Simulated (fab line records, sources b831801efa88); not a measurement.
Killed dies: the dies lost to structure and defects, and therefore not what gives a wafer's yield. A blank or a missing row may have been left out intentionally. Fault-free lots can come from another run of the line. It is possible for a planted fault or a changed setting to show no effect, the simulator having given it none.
What tool caused it? + flow gf180mcu + 39 wafers from 13 lots sampled at 4 of the route's 602 steps

WHAT EACH GAUGE READ, for each wafer
GF_SAB_THK_MEAS_01. Usual: SAB_CVD_00_THK gives 49.9 nm (standard deviation 0.72).
| lot  | measured     | on            | SAB_CVD_00_THK (nm) | flag |
|------|--------------|---------------|---------------------|------|
| L741 | day 14 14:50 | film metro-01 | 49.1 49.9 51.0      |      |
| L742 | day 14 21:08 | film metro-01 | 49.3 49.9 49.6      |      |
| L743 | day 15 06:59 | film metro-02 | 50.5 50.5 51.6      |      |
| L744 | day 15 13:50 | film metro-02 | 50.9 51.2 50.3      |      |
| L746 | day 16 08:08 | film metro-02 | 48.8 50.0 49.6      |      |
| L748 | day 17 03:09 | film metro-02 | 49.4 50.4 49.8      |      |
| L750 | day 17 20:49 | film metro-01 | 50.1 49.2 50.0      |      |
| L753 | day 18 20:52 | film metro-03 | 49.8 50.2 50.2      |      |
| L755 | day 19 16:17 | film metro-03 | 51.0 50.9 51.7      |      |
| L756 | day 19 20:41 | film metro-01 | 48.7 49.2 50.3      |      |
| L760 | day 21 05:48 | film metro-01 | 49.3 49.4 50.7      |      |
| L762 | day 22 01:29 | film metro-02 | 49.3 50.5 49.1      |      |
| L763 | day 22 10:17 | film metro-03 | 48.2 49.3 50.7      |      |

GF_SAB_CD_MEAS_09: the cd target is 420 nm. Usual: cd nm 419.7 nm, standard deviation 2.
| lot  | measured     | on        | cd nm (nm)                          | flag |
|------|--------------|-----------|-------------------------------------|------|
| L741 | day 15 12:14 | cd sem-02 | 421.8 421.2 420.7                   |      |
| L742 | day 15 18:00 | cd sem-02 | 420.9 421.2 420.7                   |      |
| L743 | day 16 04:59 | cd sem-01 | 420.9 419.1 420.1                   |      |
| L744 | day 16 11:58 | cd sem-02 | 419.1 419.2 421.5                   |      |
| L746 | day 17 05:53 | cd sem-01 | 416.3 416.2 417.5                   |      |
| L748 | day 18 02:42 | cd sem-02 | 420.6 418.2 421.6                   |      |
| L750 | day 18 20:42 | cd sem-01 | 414.2 416.9 414.0                   |      |
| L753 | day 19 21:01 | cd sem-02 | 420.3 419.6 419.7                   |      |
| L755 | day 20 16:14 | cd sem-01 | 422.7 422.4 418.9                   |      |
| L756 | day 20 21:22 | cd sem-01 | 478.6 480.0 480.2 478.3 480.0 480.2 | OFF  |
| L760 | day 22 05:11 | cd sem-02 | 420.1 418.8 423.0                   |      |
| L762 | day 23 00:55 | cd sem-02 | 417.3 416.6 416.3                   |      |
| L763 | day 23 09:32 | cd sem-02 | 419.6 417.7 418.0                   |      |

WHAT TOOL EACH LOT RAN ON (gives the tool, then ch and the chambers of the sampled wafers, and finally the start)
| lot  | GF_PSD_RTA_13                    | GF_SAB_EXPOSE_06                    |
|------|----------------------------------|-------------------------------------|
| L741 | rtp anneal-01 ch 0, day 14 14:30 | iline stepper-02 ch 0, day 15 01:29 |
| L742 | rtp anneal-01 ch 0, day 14 20:47 | iline stepper-01 ch 0, day 15 07:16 |
| L743 | rtp anneal-02 ch 0, day 15 06:38 | iline stepper-02 ch 0, day 15 18:05 |
| L744 | rtp anneal-01 ch 0, day 15 13:26 | iline stepper-02 ch 0, day 16 01:00 |
| L746 | rtp anneal-01 ch 0, day 16 07:48 | iline stepper-02 ch 0, day 16 19:11 |
| L748 | rtp anneal-01 ch 0, day 17 02:49 | iline stepper-02 ch 0, day 17 14:55 |
| L750 | rtp anneal-02 ch 0, day 17 20:28 | iline stepper-01 ch 0, day 18 08:42 |
| L753 | rtp anneal-01 ch 0, day 18 20:32 | iline stepper-02 ch 0, day 19 08:52 |
| L755 | rtp anneal-02 ch 0, day 19 15:55 | iline stepper-01 ch 0, day 20 04:31 |
| L756 | rtp anneal-01 ch 0, day 19 20:20 | iline stepper-02 ch 0, day 20 08:56 |
| L760 | rtp anneal-02 ch 0, day 21 05:28 | iline stepper-02 ch 0, day 21 17:13 |
| L762 | rtp anneal-02 ch 0, day 22 01:10 | iline stepper-01 ch 0, day 22 13:11 |
| L763 | rtp anneal-02 ch 0, day 22 09:56 | iline stepper-02 ch 0, day 22 22:07 |
- GF_PSD_RTA_13: time 20 s.
- GF_SAB_EXPOSE_06: exposes mask SAB, target cd 420 nm.

WHAT THE TOOLS THEMSELVES READ (means of the sampled wafers that have a number; where no wafer has one, the mark that the record gives instead)
GF_PSD_RTA_13. Usual: lamp power pct 34.6 %, standard deviation 0.47; wafer_temp_C_max 1028.9, standard deviation 0.84.
| lot  | tool          | lamp power pct (%) | wafer_temp_C_max | flag |
|------|---------------|--------------------|------------------|------|
| L741 | rtp anneal-01 | 34.1               | 1028.4           |      |
| L742 | rtp anneal-01 | 34.1               | 1028.9           |      |
| L743 | rtp anneal-02 | 35.1               | 1027.6           |      |
| L744 | rtp anneal-01 | 34.1               | 1030.0           |      |
| L746 | rtp anneal-01 | 34.1               | 1029.4           |      |
| L748 | rtp anneal-01 | 34.1               | 1028.3           |      |
| L750 | rtp anneal-02 | 35.1               | 1029.8           |      |
| L753 | rtp anneal-01 | 34.1               | 1029.9           |      |
| L755 | rtp anneal-02 | 35.0               | 1028.7           |      |
| L756 | rtp anneal-01 | 34.1               | 1028.7           |      |
| L760 | rtp anneal-02 | 35.1               | 1028.6           |      |
| L762 | rtp anneal-02 | 35.1               | 1029.3           |      |
| L763 | rtp anneal-02 | 35.1               | 1028.2           |      |

THE ANSWER, worked out from the rows above alone
Rule: take the mean of a lot's wafers that have a number; if it is more than 3 standard deviations from the usual mean, the lot is off. A lot without any number at a reading at which 4 lots or more have one is off too. The other lots that the step has rows for count as sound. First the gauges in route order, then the tools' own readings, where a lot's mean is used as printed above. The first step at which some lot is off is used, and at that step the reading that is off furthest; a lot without a number counts as furthest.
Off, at GF_SAB_CD_MEAS_09 on cd nm: L756.
If a tool, at a process step before that reading, ran all the lots that are off and no sound lot after the first of them, it fits. Gauges at GF_SAB_CD_MEAS_09: tried the same way as those tools. Can't be told from this: 2 tools fit, rtp anneal-01 at GF_PSD_RTA_13, cd sem-01 at GF_SAB_CD_MEAS_09.

WHAT THE SIMULATOR HAD INSERTED
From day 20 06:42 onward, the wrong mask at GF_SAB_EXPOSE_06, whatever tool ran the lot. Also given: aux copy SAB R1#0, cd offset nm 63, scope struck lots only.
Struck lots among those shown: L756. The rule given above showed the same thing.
